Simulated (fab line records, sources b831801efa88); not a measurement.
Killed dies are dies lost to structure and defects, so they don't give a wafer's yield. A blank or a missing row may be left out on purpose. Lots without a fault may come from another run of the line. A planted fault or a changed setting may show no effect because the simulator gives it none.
fab line records | flow sky130
record lots=5 wafers=15 last_day=51
route steps=708 shown FIELD_ISO@29 NWELL@32 DNWELL@35 PWDE@45
lots that met no fault: from a run of the same line without faults
start_h: hours from the record's first day to the start of the lot's first wafer shown | wait_h: hours since the lot's step before | " the same as in the row above | L1.1+2: a row that stands for several wafers | - no value, or no start given | * or withheld: withheld | < > ~ a bound
route shown NAME@n: a module of which the file shows steps, and the number in the route of the first | usual: mean/standard deviation of fault-free wafers | same: alike in all rows | chamber/n: place in a boat | sites: the reading at each site | _std_site: their standard deviation | _edge_site: outer sites' mean less inner sites' | radius_mm: how far each site lies from the wafer's centre | mask NAME#n: copy n | behind: the tool/chamber that last shaped the wafer | hold: why the lot was held/for how many hours/how that ended | device: the transistor (n, p or np) that didn't switch | end of line: the same wafers' tests at the end of the route | a step without rows: its recipe alone | killed: dies lost to structure and defects at the first sort, not the wafer's yield | map: a wafer's dies, x killed, . not, _ none there
set.NAME: the setting as run; set.NAME@STEP: as run at that earlier step | model.NAME: the simulator's own value behind a step, which no gauge read
lots at some steps of the route; a table a step, a row a wafer
services: from which hour (start_h, from the record's first day; less than 0 if before it) a tool's chamber was out of use, for how many hours, and why
## steps
# step SKY_FIELD_ISO_WET_ETCH_28
# recipe chemistry=dHF target_depth_nm=23.7 target=SiO2 dilution=10:1 temp_c=25 time_s=47.95
# columns lot.wafer tool chamber start_h wait_h
L074.1+3+6 wet_bench-01 0 35.70 0.1
L087.1+3+6 wet_bench-03 1 100.93 0.1
L093.2+5+6 wet_bench-02 0 133.07 0.1
L094.1+2+4 wet_bench-03 3 137.35 0.2
L095.2+3+6 wet_bench-02 1 149.77 0.2
# step SKY_FIELD_ISO_WET_ETCH_29
# recipe chemistry=H3PO4 target_depth_nm=160 target=Si3N4 temp_c=160 time_s=1825
# columns lot.wafer tool chamber start_h wait_h
L074.1+3+6 wet_bench-03 0 35.72 0.0
L087.1+3+6 wet_bench-02 3 100.95 0.0
L093.2+5+6 wet_bench-03 1 133.09 0.0
L094.1+2+4 wet_bench-02 3 137.38 0.0
L095.2+3+6 wet_bench-01 0 149.79 0.0
# step SKY_FIELD_ISO_WET_ETCH_30
# recipe chemistry=dHF target_depth_nm=25 target=SiO2 dilution=10:1 temp_c=25 time_s=50
# columns lot.wafer tool chamber start_h wait_h
L074.1+3+6 wet_bench-01 1 36.28 0.0
L087.1+3+6 wet_bench-03 1 101.47 0.0
L093.2+5+6 wet_bench-01 0 133.70 0.0
L094.1+2+4 wet_bench-01 2 137.89 0.0
L095.2+3+6 wet_bench-03 2 150.31 0.0
# step SKY_NWELL_CLEAN_00
# recipe chemistry=SC1/SC2 mix=1:4:20 temp_c=70 time_s=150 dry=n2_spin
# columns lot.wafer tool chamber start_h wait_h
L074.1+3+6 wet_bench-02 1 36.30 0.0
L087.1+3+6 wet_bench-02 1 101.49 0.0
L093.2+5+6 wet_bench-02 0 133.73 0.0
L094.1+2+4 wet_bench-02 3 137.91 0.0
L095.2+3+6 wet_bench-01 0 150.33 0.0
# step SKY_NWELL_OXIDATION_01
# recipe temp_c=900 ambient=O2 stabilise_s=600 purge_s=300 target_thk_a=100 ox_time_s=1418
# usual zone_power_bottom_pct=31.8/2.3
# columns lot.wafer tool chamber start_h wait_h zone_power_bottom_pct
L074.1 furnace-01 0 37.88 1.5 34.0
L074.3 " 0 " " 33.5
L074.6 " 0 " " 34.2
L087.1 furnace-02 0 101.86 0.3 29.0
L087.3 " 0 " " 30.0
L087.6 " 0 " " 29.6
L093.2 furnace-02 0 134.69 0.9 29.3
L093.5 " 0 " " 29.2
L093.6 " 0 " " 30.2
L094.1 furnace-01 0 138.40 0.4 33.9
L094.2 " 0 " " 33.8
L094.4 " 0 " " 33.6
L095.2 furnace-01 0 150.93 0.5 34.4
L095.3 " 0 " " 33.5
L095.6 " 0 " " 33.9
# step SKY_NWELL_THK_MEAS_02
# recipe reads=SiO2_of_NWELL_OXIDATION_01
# usual NWELL_OXIDATION_THK=10.00/0.15
# columns lot.wafer tool chamber start_h wait_h NWELL_OXIDATION_THK[nm]
L074.1 film_metro-01 - 39.28 0.0 10.18
L074.3 " - " " 10.04
L074.6 " - " " 10.03
L087.1 film_metro-03 - 103.25 0.0 10.27
L087.3 " - " " 10.22
L087.6 " - " " 10.18
L093.2 film_metro-02 - 136.10 0.0 9.81
L093.5 " - " " 9.82
L093.6 " - " " 9.90
L094.1 film_metro-02 - 139.79 0.0 10.00
L094.2 " - " " 9.94
L094.4 " - " " 10.01
L095.2 film_metro-03 - 152.33 0.0 9.77
L095.3 " - " " 9.76
L095.6 " - " " 9.83
# step SKY_DNWELL_DEHYDRATE_00
# recipe temp_c=200 time_s=60
# columns lot.wafer tool chamber start_h wait_h
L074.1+3+6 litho_track-03 0 46.31 7.0
L087.1+3+6 litho_track-02 0 112.37 9.1
L093.2+5+6 litho_track-03 0 145.73 9.6
L094.1+2+4 litho_track-02 0 149.57 9.8
L095.2+3+6 litho_track-02 0 162.44 10.1
# step SKY_DNWELL_HMDS_01
# recipe prime_time_s=60 prime_temp_c=120
# same prime_time_s=60
# columns lot.wafer tool chamber start_h wait_h
L074.1+3+6 litho_track-03 0 46.46 0.1
L087.1+3+6 litho_track-02 0 112.52 0.1
L093.2+5+6 litho_track-03 0 145.88 0.1
L094.1+2+4 litho_track-02 0 149.72 0.1
L095.2+3+6 litho_track-02 0 162.59 0.1
# step SKY_DNWELL_COAT_02
# recipe spin_rpm=2000 resist_thk_nm=3000
# usual dispense_pressure_kPa=49/3.8
# columns lot.wafer tool chamber start_h wait_h dispense_pressure_kPa
L074.1 litho_track-03 0 46.61 0.1 51
L074.3 " 0 " " 51
L074.6 " 0 " " 51
L087.1 litho_track-02 0 112.67 0.1 52
L087.3 " 0 " " 52
L087.6 " 0 " " 52
L093.2 litho_track-03 0 146.03 0.1 51
L093.5 " 0 " " 51
L093.6 " 0 " " 51
L094.1 litho_track-02 0 149.87 0.1 52
L094.2 " 0 " " 52
L094.4 " 0 " " 52
L095.2 litho_track-02 0 162.74 0.1 52
L095.3 " 0 " " 52
L095.6 " 0 " " 52
# step SKY_DNWELL_SOFTBAKE_03
# recipe temp_c=110 time_s=withheld
# columns lot.wafer tool chamber start_h wait_h
L074.1+3+6 litho_track-03 0 46.76 0.1
L087.1+3+6 litho_track-02 0 112.82 0.1
L093.2+5+6 litho_track-03 0 146.19 0.1
L094.1+2+4 litho_track-02 0 150.02 0.1
L095.2+3+6 litho_track-02 0 162.90 0.1
# step SKY_DNWELL_EXPOSE_04
# recipe mask_id=DNM na=0.57 target_cd_nm=3000 dose_mj=222
# columns lot.wafer tool chamber start_h wait_h mask
L074.1+3+6 iline_stepper-02 0 - - DNM#0
L087.1+3+6 iline_stepper-02 0 - - DNM#0
L093.2+5+6 iline_stepper-01 0 - - DNM#0
L094.1+2+4 iline_stepper-01 0 - - DNM#0
L095.2+3+6 iline_stepper-02 0 - - DNM#0
# step SKY_DNWELL_PEB_05
# recipe temp_c=115 time_s=withheld
# columns lot.wafer tool chamber start_h wait_h
L074.1+3+6 litho_track-04 0 - -
L087.1+3+6 litho_track-03 0 - -
L093.2+5+6 litho_track-02 0 - -
L094.1+2+4 litho_track-02 0 - -
L095.2+3+6 litho_track-02 0 - -
# step SKY_DNWELL_DEVELOP_06
# recipe wall_angle_deg=90 developer=TMAH develop_time_s=60 dev_temp_c=23
# columns lot.wafer tool chamber start_h wait_h
L074.1+3+6 litho_track-04 0 - -
L087.1+3+6 litho_track-03 0 - -
L093.2+5+6 litho_track-02 0 - -
L094.1+2+4 litho_track-02 0 - -
L095.2+3+6 litho_track-02 0 - -
# step SKY_DNWELL_IMPLANT_07
# recipe species=P energy_kev=withheld dose_cm2=withheld tilt_deg=withheld
# columns lot.wafer tool chamber start_h wait_h
L074.1+3+6 implanter-01 0 55.07 -
L087.1+3+6 implanter-02 0 122.51 -
L093.2+5+6 implanter-01 0 156.84 -
L094.1+2+4 implanter-01 0 160.87 -
L095.2+3+6 implanter-01 0 174.24 -
# step SKY_DNWELL_STRIP_08
# recipe chemistry=O2/N2 power_w=1400 pressure_mtorr=1500 platen_temp_c=withheld o2_flow_sccm=3000 n2_flow_sccm=300 overash_fraction=0.5
# usual drypump_motor_current_A=5.77/0.24 oes_product_au=0.722/0.0045 strip_time_to_endpoint_s=36.96/0.1
# columns lot.wafer tool chamber start_h wait_h drypump_motor_current_A oes_product_au rf_hours_counter_h strip_time_to_endpoint_s
L074.1 plasma_asher-02 0 55.22 0.1 5.95 0.723 24 36.86
L074.3 " 1 " " 5.69 0.717 - 36.95
L074.6 " 0 " " 5.97 0.721 - 36.94
L087.1 plasma_asher-02 0 122.66 0.1 5.95 0.722 31 36.85
L087.3 " 0 " " 5.99 0.723 - 36.91
L087.6 " 1 " " 5.75 0.718 - 36.92
L093.2 plasma_asher-04 0 156.97 0.1 6.02 0.719 4 36.85
L093.5 " 0 " " 6.04 0.722 - 36.85
L093.6 " 1 " " 5.76 0.720 - 36.98
L094.1 plasma_asher-04 1 161.02 0.1 5.72 0.718 4 36.87
L094.2 " 0 " " 6.01 0.721 4 37.06
L094.4 " 1 " " 5.75 0.714 - 36.99
L095.2 plasma_asher-02 1 174.37 0.1 5.73 0.722 35 37.06
L095.3 " 1 " " 5.71 0.726 - 37.12
L095.6 " 1 " " 5.72 0.719 - 37.00
# step SKY_DNWELL_TW_MEAS_09
# usual DNWELL_TW=1115/15
# columns lot.wafer tool chamber start_h wait_h DNWELL_TW
L074.1 film_metro-02 - 55.32 0.1 1137
L074.3 " - " " 1141
L074.6 " - " " 1141
L087.1 film_metro-03 - 122.76 0.1 1112
L087.3 " - " " 1097
L087.6 " - " " 1101
L093.2 film_metro-03 - 157.08 0.1 1115
L093.5 " - " " 1113
L093.6 " - " " 1117
L094.1 film_metro-02 - 161.12 0.1 1122
L094.2 " - " " 1121
L094.4 " - " " 1122
L095.2 film_metro-03 - 174.48 0.1 1106
L095.3 " - " " 1105
L095.6 " - " " 1108
# step SKY_PWDE_DEHYDRATE_00
# recipe temp_c=200 time_s=60
# columns lot.wafer tool chamber start_h wait_h
L074.1+3+6 litho_track-01 0 62.79 7.5
L087.1+3+6 litho_track-01 0 131.79 9.0
L093.2+5+6 litho_track-02 0 167.09 10.0
L094.1+2+4 litho_track-01 0 170.79 9.7
L095.2+3+6 litho_track-01 0 185.32 10.8
# step SKY_PWDE_HMDS_01
# recipe prime_time_s=60 prime_temp_c=120
# same prime_time_s=60
# columns lot.wafer tool chamber start_h wait_h
L074.1+3+6 litho_track-01 0 62.94 0.1
L087.1+3+6 litho_track-01 0 131.94 0.1
L093.2+5+6 litho_track-02 0 167.24 0.1
L094.1+2+4 litho_track-01 0 170.94 0.1
L095.2+3+6 litho_track-01 0 185.47 0.1
# step SKY_PWDE_COAT_02
# recipe spin_rpm=2000 resist_thk_nm=3000
# usual dispense_pressure_kPa=53.9/1.9
# columns lot.wafer tool chamber start_h wait_h dispense_pressure_kPa
L074.1 litho_track-01 0 63.09 0.1 55.5
L074.3 " 0 " " 55.5
L074.6 " 0 " " 55.4
L087.1 litho_track-01 0 132.09 0.1 55.4
L087.3 " 0 " " 55.4
L087.6 " 0 " " 55.4
L093.2 litho_track-02 0 167.39 0.1 52.1
L093.5 " 0 " " 52.1
L093.6 " 0 " " 52.1
L094.1 litho_track-01 0 171.09 0.1 55.5
L094.2 " 0 " " 55.5
L094.4 " 0 " " 55.5
L095.2 litho_track-01 0 185.62 0.1 55.5
L095.3 " 0 " " 55.5
L095.6 " 0 " " 55.4
# step SKY_PWDE_SOFTBAKE_03
# recipe temp_c=110 time_s=withheld
# columns lot.wafer tool chamber start_h wait_h
L074.1+3+6 litho_track-01 0 63.24 0.1
L087.1+3+6 litho_track-01 0 132.24 0.1
L093.2+5+6 litho_track-02 0 167.55 0.1
L094.1+2+4 litho_track-01 0 171.24 0.1
L095.2+3+6 litho_track-01 0 185.78 0.1
# step SKY_PWDE_EXPOSE_04
# recipe mask_id=PWDEM na=0.6 source_shape=conventional sigma_outer=0.6 polarization=unpolarized target_cd_nm=840 dose_mj=214
# columns lot.wafer tool chamber start_h wait_h mask
L074.1+3+6 iline_stepper-02 0 - - PWDEM#0
L087.1+3+6 iline_stepper-01 0 - - PWDEM#0
L093.2+5+6 iline_stepper-02 0 - - PWDEM#0
L094.1+2+4 iline_stepper-01 0 - - PWDEM#0
L095.2+3+6 iline_stepper-01 0 - - PWDEM#0
# step SKY_PWDE_PEB_05
# recipe temp_c=115 time_s=withheld
# columns lot.wafer tool chamber start_h wait_h
L074.1+3+6 litho_track-03 0 - -
L087.1+3+6 litho_track-03 0 - -
L093.2+5+6 litho_track-01 0 - -
L094.1+2+4 litho_track-02 0 - -
L095.2+3+6 litho_track-03 0 - -
# step SKY_PWDE_DEVELOP_06
# recipe wall_angle_deg=90 developer=TMAH develop_time_s=60 dev_temp_c=23
# columns lot.wafer tool chamber start_h wait_h
L074.1+3+6 litho_track-03 0 - -
L087.1+3+6 litho_track-03 0 - -
L093.2+5+6 litho_track-01 0 - -
L094.1+2+4 litho_track-02 0 - -
L095.2+3+6 litho_track-03 0 - -
# step SKY_PWDE_OVL_MEAS_07
# usual PWDE_OVL=0.9/1.3
# columns lot.wafer tool chamber start_h wait_h PWDE_OVL[nm]
L074.1 overlay-02 - 72.16 - 3.2
L074.3 " - " " 3.3
L074.6 " - " " 3.3
L087.1 overlay-01 - 142.46 - 2.0
L087.3 " - " " 2.4
L087.6 " - " " 2.2
L093.2 overlay-01 - 178.35 - -0.9
L093.5 " - " " -1.1
L093.6 " - " " 0.0
L094.1 overlay-01 - 182.72 - -0.4
L094.2 " - " " -0.8
L094.4 " - " " -0.9
L095.2 overlay-02 - 197.01 - 1.5
L095.3 " - " " 1.7
L095.6 " - " " 2.4
# step SKY_PWDE_IMPLANT_08
# recipe species=B energy_kev=150 dose_cm2=3.6e+12 tilt_deg=withheld
# usual beam_on_s=9.97/0.19
# columns lot.wafer tool chamber start_h wait_h beam_on_s
L074.1 implanter-03 0 72.19 0.0 10.04
L074.3 " 0 " " 9.78
L074.6 " 0 " " 9.74
L087.1 implanter-04 0 142.49 0.0 9.93
L087.3 " 0 " " 9.98
L087.6 " 0 " " 10.00
L093.2 implanter-01 0 178.40 0.0 9.97
L093.5 " 0 " " 10.03
L093.6 " 0 " " 10.04
L094.1 implanter-04 0 182.75 0.0 9.62
L094.2 " 0 " " 10.02
L094.4 " 0 " " 9.93
L095.2 implanter-04 0 197.07 0.0 10.12
L095.3 " 0 " " 10.02
L095.6 " 0 " " 10.11
# step SKY_PWDE_STRIP_09
# recipe chemistry=O2/N2 power_w=1400 pressure_mtorr=1500 platen_temp_c=withheld o2_flow_sccm=3000 n2_flow_sccm=300 overash_fraction=0.5
# usual drypump_motor_current_A=5.73/0.24 oes_product_au=0.722/0.0047 strip_time_to_endpoint_s=36.96/0.1
# columns lot.wafer tool chamber start_h wait_h drypump_motor_current_A oes_product_au rf_hours_counter_h strip_time_to_endpoint_s
L074.1 plasma_asher-01 0 72.34 0.1 5.58 0.719 39 36.81
L074.3 " 1 " " 5.76 0.714 - 36.74
L074.6 " 0 " " 5.56 0.727 - 36.79
L087.1 plasma_asher-04 1 142.64 0.1 5.77 0.722 2 37.04
L087.3 " 1 " " 5.77 0.716 - 36.98
L087.6 " 1 " " 5.77 0.730 - 37.12
L093.2 plasma_asher-03 1 178.53 0.1 5.22 0.723 46 37.02
L093.5 " 0 " " 5.85 0.717 - 37.10
L093.6 " 1 " " 5.21 0.717 - 37.13
L094.1 plasma_asher-01 1 182.90 0.1 5.74 0.725 50 36.96
L094.2 " 0 " " 5.57 0.733 50 36.94
L094.4 " 1 " " 5.75 0.720 - 36.98
L095.2 plasma_asher-01 0 197.19 0.1 5.56 0.726 51 36.91
L095.3 " 1 " " 5.72 0.718 - 36.97
L095.6 " 1 " " 5.76 0.723 - 36.85
# step SKY_PWDE_TW_MEAS_10
# usual PWDE_TW=374/4.7
# columns lot.wafer tool chamber start_h wait_h PWDE_TW
L074.1 film_metro-01 - 72.44 0.1 371
L074.3 " - " " 375
L074.6 " - " " 372
L087.1 film_metro-02 - 142.74 0.1 384
L087.3 " - " " 381
L087.6 " - " " 383
L093.2 film_metro-01 - 178.64 0.1 368
L093.5 " - " " 365
L093.6 " - " " 369
L094.1 film_metro-01 - 183.00 0.1 370
L094.2 " - " " 369
L094.4 " - " " 371
L095.2 film_metro-02 - 197.30 0.1 380
L095.3 " - " " 381
L095.6 " - " " 380
# step SKY_NWELL_DEHYDRATE_03
# recipe temp_c=200 time_s=60
# columns lot.wafer tool chamber start_h wait_h
L074.1+3+6 litho_track-02 0 80.62 8.2
L087.1+3+6 litho_track-04 0 152.82 10.1
L093.2+5+6 litho_track-04 0 189.39 10.7
L094.1+2+4 litho_track-02 0 193.52 10.5
L095.2+3+6 litho_track-02 0 208.24 10.9
# step SKY_NWELL_HMDS_04
# recipe prime_time_s=60 prime_temp_c=120
# same prime_time_s=60
# columns lot.wafer tool chamber start_h wait_h
L074.1+3+6 litho_track-02 0 80.77 0.1
L087.1+3+6 litho_track-04 0 152.97 0.1
L093.2+5+6 litho_track-04 0 189.54 0.1
L094.1+2+4 litho_track-02 0 193.67 0.1
L095.2+3+6 litho_track-02 0 208.39 0.1
# step SKY_NWELL_COAT_05
# recipe spin_rpm=2000 resist_thk_nm=3000
# usual dispense_pressure_kPa=49/4.7
# columns lot.wafer tool chamber start_h wait_h dispense_pressure_kPa
L074.1 litho_track-02 0 80.92 0.1 52
L074.3 " 0 " " 52
L074.6 " 0 " " 52
L087.1 litho_track-04 0 153.12 0.1 44
L087.3 " 0 " " 44
L087.6 " 0 " " 44
L093.2 litho_track-04 0 189.69 0.1 44
L093.5 " 0 " " 44
L093.6 " 0 " " 44
L094.1 litho_track-02 0 193.82 0.1 52
L094.2 " 0 " " 52
L094.4 " 0 " " 52
L095.2 litho_track-02 0 208.54 0.1 52
L095.3 " 0 " " 52
L095.6 " 0 " " 52
# step SKY_NWELL_SOFTBAKE_06
# recipe temp_c=110 time_s=withheld
# columns lot.wafer tool chamber start_h wait_h
L074.1+3+6 litho_track-02 0 81.07 0.1
L087.1+3+6 litho_track-04 0 153.27 0.1
L093.2+5+6 litho_track-04 0 189.85 0.1
L094.1+2+4 litho_track-02 0 193.97 0.1
L095.2+3+6 litho_track-02 0 208.70 0.1
# step SKY_NWELL_EXPOSE_07
# recipe mask_id=NWM na=0.6 source_shape=conventional sigma_outer=0.6 polarization=unpolarized target_cd_nm=840 dose_mj=260
# columns lot.wafer tool chamber start_h wait_h mask
L074.1+3+6 iline_stepper-02 0 - - NWM#0
L087.1+3+6 iline_stepper-02 0 - - NWM#0
L093.2+5+6 iline_stepper-01 0 - - NWM#0
L094.1+2+4 iline_stepper-01 0 - - NWM#0
L095.2+3+6 iline_stepper-01 0 - - NWM#0
# step SKY_NWELL_PEB_08
# recipe temp_c=115 time_s=withheld
# columns lot.wafer tool chamber start_h wait_h
L074.1+3+6 litho_track-02 0 - -
L087.1+3+6 litho_track-02 0 - -
L093.2+5+6 litho_track-01 0 - -
L094.1+2+4 litho_track-01 0 - -
L095.2+3+6 litho_track-01 0 - -
# step SKY_NWELL_DEVELOP_09
# recipe wall_angle_deg=90 developer=TMAH develop_time_s=60 dev_temp_c=23
# columns lot.wafer tool chamber start_h wait_h
L074.1+3+6 litho_track-02 0 - -
L087.1+3+6 litho_track-02 0 - -
L093.2+5+6 litho_track-01 0 - -
L094.1+2+4 litho_track-01 0 - -
L095.2+3+6 litho_track-01 0 - -
# step SKY_NWELL_OVL_MEAS_10
# usual NWELL_00_OVL=0.4/1.2
# columns lot.wafer tool chamber start_h wait_h NWELL_00_OVL[nm]
L074.1 overlay-02 - 90.12 - 3.5
L074.3 " - " " 2.4
L074.6 " - " " 3.3
L087.1 overlay-01 - 164.37 - 1.1
L087.3 " - " " 0.2
L087.6 " - " " 1.1
L093.2 overlay-02 - 201.30 - 0.3
L093.5 " - " " 0.7
L093.6 " - " " 0.2
L094.1 overlay-02 - 205.69 - 1.1
L094.2 " - " " 1.3
L094.4 " - " " 2.0
L095.2 overlay-02 - 219.70 - 0.3
L095.3 " - " " 0.8
L095.6 " - " " 0.8
# step SKY_NWELL_IMPLANT_11
# recipe species=P energy_kev=404.1 dose_cm2=1.9e+13 tilt_deg=withheld
# usual beam_on_s=10.01/0.19
# columns lot.wafer tool chamber start_h wait_h beam_on_s
L074.1 implanter-03 0 90.15 0.0 10.07
L074.3 " 0 " " 10.09
L074.6 " 0 " " 9.92
L087.1 implanter-04 0 164.40 0.0 9.75
L087.3 " 0 " " 9.97
L087.6 " 0 " " 9.67
L093.2 implanter-03 0 201.35 0.0 10.24
L093.5 " 0 " " 10.07
L093.6 " 0 " " 9.96
L094.1 implanter-02 0 205.73 0.0 10.09
L094.2 " 0 " " 10.02
L094.4 " 0 " " 10.31
L095.2 implanter-04 0 219.75 0.0 9.91
L095.3 " 0 " " 9.81
L095.6 " 0 " " 10.00
# step SKY_NWELL_IMPLANT_12
# recipe species=P energy_kev=120 dose_cm2=1.3e+12 tilt_deg=withheld
# usual beam_on_s=9.98/0.2
# columns lot.wafer tool chamber start_h wait_h beam_on_s
L074.1 implanter-03 0 90.30 0.1 9.65
L074.3 " 0 " " 9.91
L074.6 " 0 " " 10.30
L087.1 implanter-04 0 164.55 0.1 10.17
L087.3 " 0 " " 9.67
L087.6 " 0 " " 10.02
L093.2 implanter-03 0 201.50 0.1 9.78
L093.5 " 0 " " 10.23
L093.6 " 0 " " 10.09
L094.1 implanter-02 0 205.88 0.1 9.94
L094.2 " 0 " " 9.92
L094.4 " 0 " " 10.09
L095.2 implanter-04 0 219.90 0.1 10.04
L095.3 " 0 " " 10.13
L095.6 " 0 " " 10.30
# step SKY_NWELL_IMPLANT_13
# recipe species=P energy_kev=50 dose_cm2=7e+11 tilt_deg=withheld
# usual beam_on_s=9.98/0.2
# columns lot.wafer tool chamber start_h wait_h beam_on_s
L074.1 implanter-03 0 90.45 0.1 9.90
L074.3 " 0 " " 10.23
L074.6 " 0 " " 10.06
L087.1 implanter-04 0 164.70 0.1 9.73
L087.3 " 0 " " 10.14
L087.6 " 0 " " 10.27
L093.2 implanter-03 0 201.65 0.1 10.08
L093.5 " 0 " " 10.07
L093.6 " 0 " " 9.87
L094.1 implanter-02 0 206.03 0.1 9.90
L094.2 " 0 " " 10.12
L094.4 " 0 " " 10.07
L095.2 implanter-04 0 220.05 0.1 9.99
L095.3 " 0 " " 9.84
L095.6 " 0 " " 9.85
# step SKY_NWELL_STRIP_14
# recipe chemistry=O2/N2 power_w=1400 pressure_mtorr=1500 platen_temp_c=withheld o2_flow_sccm=3000 n2_flow_sccm=300 overash_fraction=0.5
# usual drypump_motor_current_A=5.76/0.15 oes_product_au=0.723/0.0049 strip_time_to_endpoint_s=36.91/0.11
# columns lot.wafer tool chamber start_h wait_h drypump_motor_current_A oes_product_au rf_hours_counter_h strip_time_to_endpoint_s
L074.1 plasma_asher-04 0 90.60 0.1 6.03 0.731 40 36.96
L074.3 " 0 " " 6.03 0.718 - 36.84
L074.6 " 0 " " 6.03 0.728 - 36.94
L087.1 plasma_asher-01 1 164.85 0.1 5.72 0.727 48 36.99
L087.3 " 1 " " 5.75 0.726 - 36.97
L087.6 " 1 " " 5.74 0.727 - 36.89
L093.2 plasma_asher-01 1 201.78 0.1 5.74 0.707 52 36.82
L093.5 " 0 " " 5.57 0.719 - 36.80
L093.6 " 1 " " 5.76 0.723 - 36.71
L094.1 plasma_asher-01 0 206.18 0.1 5.56 0.720 52 37.16
L094.2 " 1 " " 5.77 0.724 52 37.07
L094.4 " 0 " " 5.56 0.722 - 37.00
L095.2 plasma_asher-02 1 220.18 0.1 5.72 0.723 39 36.76
L095.3 " 0 " " 5.97 0.719 - 36.71
L095.6 " 1 " " 5.71 0.725 - 36.67
# step SKY_NWELL_TW_MEAS_15
# usual NWELL_TW=1818/20
# columns lot.wafer tool chamber start_h wait_h NWELL_TW
L074.1 film_metro-01 - 90.70 0.1 1810
L074.3 " - " " 1801
L074.6 " - " " 1807
L087.1 film_metro-01 - 164.95 0.1 1807
L087.3 " - " " 1799
L087.6 " - " " 1797
L093.2 film_metro-02 - 201.89 0.1 1844
L093.5 " - " " 1854
L093.6 " - " " 1842
L094.1 film_metro-01 - 206.28 0.1 1812
L094.2 " - " " 1813
L094.4 " - " " 1802
L095.2 film_metro-03 - 220.29 0.1 1818
L095.3 " - " " 1816
L095.6 " - " " 1806
# step SKY_NWELL_DEHYDRATE_16
# recipe temp_c=200 time_s=60
# columns lot.wafer tool chamber start_h wait_h
L074.1+3+6 litho_track-01 0 99.29 8.6
L087.1+3+6 litho_track-02 0 175.27 10.3
L093.2+5+6 litho_track-04 0 213.14 11.2
L094.1+2+4 litho_track-04 0 216.97 10.7
L095.2+3+6 litho_track-01 0 231.57 11.3
# step SKY_NWELL_HMDS_17
# recipe prime_time_s=60 prime_temp_c=120
# same prime_time_s=60
# columns lot.wafer tool chamber start_h wait_h
L074.1+3+6 litho_track-01 0 99.44 0.1
L087.1+3+6 litho_track-02 0 175.42 0.1
L093.2+5+6 litho_track-04 0 213.29 0.1
L094.1+2+4 litho_track-04 0 217.12 0.1
L095.2+3+6 litho_track-01 0 231.72 0.1
# step SKY_NWELL_COAT_18
# recipe spin_rpm=2000 resist_thk_nm=3000
# usual dispense_pressure_kPa=50/4.8
# columns lot.wafer tool chamber start_h wait_h dispense_pressure_kPa
L074.1 litho_track-01 0 99.59 0.1 55
L074.3 " 0 " " 55
L074.6 " 0 " " 55
L087.1 litho_track-02 0 175.57 0.1 52
L087.3 " 0 " " 52
L087.6 " 0 " " 52
L093.2 litho_track-04 0 213.44 0.1 44
L093.5 " 0 " " 44
L093.6 " 0 " " 44
L094.1 litho_track-04 0 217.27 0.1 44
L094.2 " 0 " " 44
L094.4 " 0 " " 44
L095.2 litho_track-01 0 231.87 0.1 55
L095.3 " 0 " " 55
L095.6 " 0 " " 55
# step SKY_NWELL_SOFTBAKE_19
# recipe temp_c=110 time_s=withheld
# columns lot.wafer tool chamber start_h wait_h
L074.1+3+6 litho_track-01 0 99.74 0.1
L087.1+3+6 litho_track-02 0 175.72 0.1
L093.2+5+6 litho_track-04 0 213.60 0.1
L094.1+2+4 litho_track-04 0 217.42 0.1
L095.2+3+6 litho_track-01 0 232.03 0.1
# step SKY_NWELL_EXPOSE_20
# recipe mask_id=NWM_COMPLEMENT na=0.6 source_shape=conventional sigma_outer=0.6 polarization=unpolarized target_cd_nm=840 dose_mj=260
# columns lot.wafer tool chamber start_h wait_h mask
L074.1+3+6 iline_stepper-01 0 - - NWM_COMPLEMENT#0
L087.1+3+6 iline_stepper-01 0 - - NWM_COMPLEMENT#0
L093.2+5+6 iline_stepper-02 0 - - NWM_COMPLEMENT#0
L094.1+2+4 iline_stepper-01 0 - - NWM_COMPLEMENT#0
L095.2+3+6 iline_stepper-02 0 - - NWM_COMPLEMENT#0
# step SKY_NWELL_PEB_21
# recipe temp_c=115 time_s=withheld
# columns lot.wafer tool chamber start_h wait_h
L074.1+3+6 litho_track-04 0 - -
L087.1+3+6 litho_track-01 0 - -
L093.2+5+6 litho_track-02 0 - -
L094.1+2+4 litho_track-02 0 - -
L095.2+3+6 litho_track-02 0 - -
# step SKY_NWELL_DEVELOP_22
# recipe wall_angle_deg=90 developer=TMAH develop_time_s=60 dev_temp_c=23
# columns lot.wafer tool chamber start_h wait_h
L074.1+3+6 litho_track-04 0 - -
L087.1+3+6 litho_track-01 0 - -
L093.2+5+6 litho_track-02 0 - -
L094.1+2+4 litho_track-02 0 - -
L095.2+3+6 litho_track-02 0 - -
# step SKY_NWELL_OVL_MEAS_23
# usual NWELL_01_OVL=-0.1/1.4
# columns lot.wafer tool chamber start_h wait_h NWELL_01_OVL[nm]
L074.1 overlay-01 - 109.37 - 1.2
L074.3 " - " " 1.2
L074.6 " - " " 0.8
L087.1 overlay-02 - 186.94 - -0.4
L087.3 " - " " 1.6
L087.6 " - " " -0.5
L093.2 overlay-01 - 225.02 - -0.7
L093.5 " - " " -1.0
L093.6 " - " " -1.1
L094.1 overlay-02 - 229.52 - -1.3
L094.2 " - " " -1.8
L094.4 " - " " -0.8
L095.2 overlay-02 - 242.97 - -1.2
L095.3 " - " " 0.4
L095.6 " - " " 0.4
# step SKY_NWELL_IMPLANT_24
# recipe species=B energy_kev=140 dose_cm2=9.2e+12 tilt_deg=withheld
# usual beam_on_s=10.00/0.18
# columns lot.wafer tool chamber start_h wait_h beam_on_s
L074.1 implanter-03 0 109.40 0.0 10.26
L074.3 " 0 " " 9.79
L074.6 " 0 " " 10.18
L087.1 implanter-02 0 186.98 0.0 9.94
L087.3 " 0 " " 9.93
L087.6 " 0 " " 9.94
L093.2 implanter-03 0 225.08 0.0 9.82
L093.5 " 0 " " 9.86
L093.6 " 0 " " 10.15
L094.1 implanter-04 0 229.55 0.0 9.80
L094.2 " 0 " " 10.16
L094.4 " 0 " " 9.81
L095.2 implanter-04 0 243.03 0.0 10.27
L095.3 " 0 " " 10.13
L095.6 " 0 " " 10.20
## services
# columns tool chamber start_h hours kind
implanter-01 - 36.55 5.1 pm
iline_stepper-01 - 41.93 1.9 repair
iline_stepper-01 - 42.09 2.0 repair
implanter-02 - 47.55 1.0 repair
implanter-03 - 53.10 3.3 repair
plasma_asher-04 - 64.49 1.2 repair
implanter-03 - 67.27 1.6 repair
implanter-01 - 78.77 5.2 repair
implanter-02 - 80.04 1.9 repair
iline_stepper-02 - 85.67 1.7 pm
implanter-02 - 91.99 2.2 pm
plasma_asher-02 - 107.91 0.4 repair
iline_stepper-02 - 117.75 6.9 repair
implanter-02 - 127.88 3.1 repair
iline_stepper-01 - 140.03 4.4 pm
plasma_asher-01 - 141.17 2.5 repair
implanter-03 - 145.23 6.4 pm
implanter-03 - 151.60 17.5 pm
iline_stepper-01 - 177.51 1.7 pm
implanter-01 - 202.02 1.9 repair
iline_stepper-02 - 202.26 4.4 pm
implanter-01 - 202.43 1.0 repair
implanter-03 - 206.58 1.4 repair
plasma_asher-01 - 234.57 3.1 repair
## key
fault none
